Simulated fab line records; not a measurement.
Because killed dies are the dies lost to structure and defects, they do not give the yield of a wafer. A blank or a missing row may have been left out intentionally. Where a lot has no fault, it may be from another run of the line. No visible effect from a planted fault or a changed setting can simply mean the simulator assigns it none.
A struck lot beside a sound one / flow sky130 / 27 out of 708 route steps
Sound: these wafers, L222.1, L222.3, L222.4. The struck wafers were L229.1, L229.4, L229.5. At the end, the cause is stated.
Per side, at each step with rows, come the tool, then ch with its chambers, and then its first start. Under that, the readings that differ: sound wafers / struck wafers / difference of the means / sigmas: that difference in standard deviations of wafers without a fault.
alike: a reading whose means differ by less than 2 such deviations, as well as words and numbers matching on both sides. not compared: withheld readings; readings where some wafer has no value; bounds like >300 that might hide an equal value; numbers whose values overlap and for which the record gives no deviation.
A row with sigmas, a row that says differs or no value, or rows on one side alone: a step with any of these is where the two part. Numbers that don't overlap but have no deviation are shown without sigmas and don't part them. A reading missing from all wafers of one side parts the sides only when that side holds two or more wafers.

SKY_VT_ADJUST_LVTN_STRIP_20: strips in O2/N2.
  sound on plasma asher-01 ch 0,1, day 8 02:05; struck on plasma asher-02 ch 0,1, day 10 00:03
  alike: chamber pressure mTorr, drypump motor current A, oes product au, strip time to endpoint s
  not compared: rf hours counter h
SKY_VT_ADJUST_LVTN_TW_MEAS_21:
  sound: film metro-01 at day 8 02:11; struck: film metro-02 at day 10 00:09
  alike: VT_ADJUST_LVTN_2_TW
then, 7 steps without rows for these wafers: SKY_VT_ADJUST_NCORE_DEHYDRATE_00 (time 60 s); SKY_VT_ADJUST_NCORE_HMDS_01 (prime time 60 s); SKY_VT_ADJUST_NCORE_COAT_02 (resist thk 1140 nm); SKY_VT_ADJUST_NCORE_SOFTBAKE_03 (time 58.28 s); SKY_VT_ADJUST_NCORE_EXPOSE_04 (exposes mask LVTN COMPLEMENT THIN, target cd 380 nm); SKY_VT_ADJUST_NCORE_PEB_05; SKY_VT_ADJUST_NCORE_DEVELOP_06 (develop time 60 s).
SKY_VT_ADJUST_NCORE_CD_MEAS_07: the cd target is 380 nm.
  sound: cd sem-02 at day 8 22:31; struck: cd sem-01 at day 10 23:07
reading=cd nm (nm); sound=376.5 375.9 377.0; struck=385.6 384.0 383.1; difference=+7.8; sigmas=+3
SKY_VT_ADJUST_NCORE_OVL_MEAS_08:
  sound: overlay-01 at day 8 22:38; struck: overlay-01 at day 10 23:14
  alike: VT_ADJUST_NCORE_OVL
then, 1 step without rows for these wafers: SKY_VT_ADJUST_NCORE_IMPLANT_09.
SKY_VT_ADJUST_NCORE_STRIP_10: strips in O2/N2.
  sound on plasma asher-02 ch 0,1, day 8 22:49; struck on plasma asher-03 ch 0,1, day 10 23:25
  no value came back on the struck wafers for chamber pressure mTorr (mTorr), drypump motor current A (A), oes product au (a.u.), strip time to endpoint s (s); on the sound wafers chamber pressure mTorr (mTorr) reads 1500.9 1499.4 1498.3
reading=model.NOVOLAK_of_VT_ADJUST_NCORE_COAT_02.thk nm (nm); sound=0 0 0; struck=1145 1147 1144; difference=+1145; sigmas=
  not compared: rf hours counter h
SKY_VT_ADJUST_NCORE_TW_MEAS_11:
  sound: film metro-04 at day 8 22:55; struck: film metro-03 at day 10 23:31
  alike: VT_ADJUST_NCORE_TW
then, 7 steps without rows for these wafers: SKY_VT_ADJUST_HVTR_DEHYDRATE_00 (time 60 s); SKY_VT_ADJUST_HVTR_HMDS_01 (prime time 60 s); SKY_VT_ADJUST_HVTR_COAT_02 (resist thk 1140 nm); SKY_VT_ADJUST_HVTR_SOFTBAKE_03 (time 60 s); SKY_VT_ADJUST_HVTR_EXPOSE_04 (exposes mask HVTRM, target cd 380 nm); SKY_VT_ADJUST_HVTR_PEB_05; SKY_VT_ADJUST_HVTR_DEVELOP_06 (develop time 60 s).
SKY_VT_ADJUST_HVTR_CD_MEAS_07: the cd target is 380 nm.
  sound: cd sem-01 at day 9 19:31; struck: cd sem-01 at day 11 23:04
  alike: cd nm
SKY_VT_ADJUST_HVTR_OVL_MEAS_08:
  sound: overlay-01 at day 9 19:38; struck: overlay-01 at day 11 23:11
  alike: VT_ADJUST_HVTR_OVL
then, 1 step without rows for these wafers: SKY_VT_ADJUST_HVTR_IMPLANT_09.
SKY_VT_ADJUST_HVTR_STRIP_10: strips in O2/N2.
  sound on plasma asher-04 ch 0,1, day 9 19:49; struck on plasma asher-01 ch 0,1, day 11 23:22
reading=strip time to endpoint s (s); sound=14.17 14.21 14.23; struck=31.30 31.29 31.30; difference=+17.09; sigmas=+99 or more
  alike: chamber pressure mTorr, drypump motor current A, oes product au
  not compared: rf hours counter h
SKY_VT_ADJUST_HVTR_TW_MEAS_11:
  sound: film metro-01 at day 9 19:55; struck: film metro-01 at day 11 23:28
reading=VT_ADJUST_HVTR_TW; sound=209.3 209.5 208.5; struck=29.8 29.7 29.9; difference=-179.3; sigmas=-99 or more
then, 1 step without rows for these wafers: SKY_VT_ADJUST_PCH_DEHYDRATE_00 (time 60 s).

## WHERE THEY PART
Earliest at SKY_VT_ADJUST_NCORE_CD_MEAS_07; latest, in this record, at SKY_VT_ADJUST_HVTR_TW_MEAS_11.

WHY: what had been put in by the simulator
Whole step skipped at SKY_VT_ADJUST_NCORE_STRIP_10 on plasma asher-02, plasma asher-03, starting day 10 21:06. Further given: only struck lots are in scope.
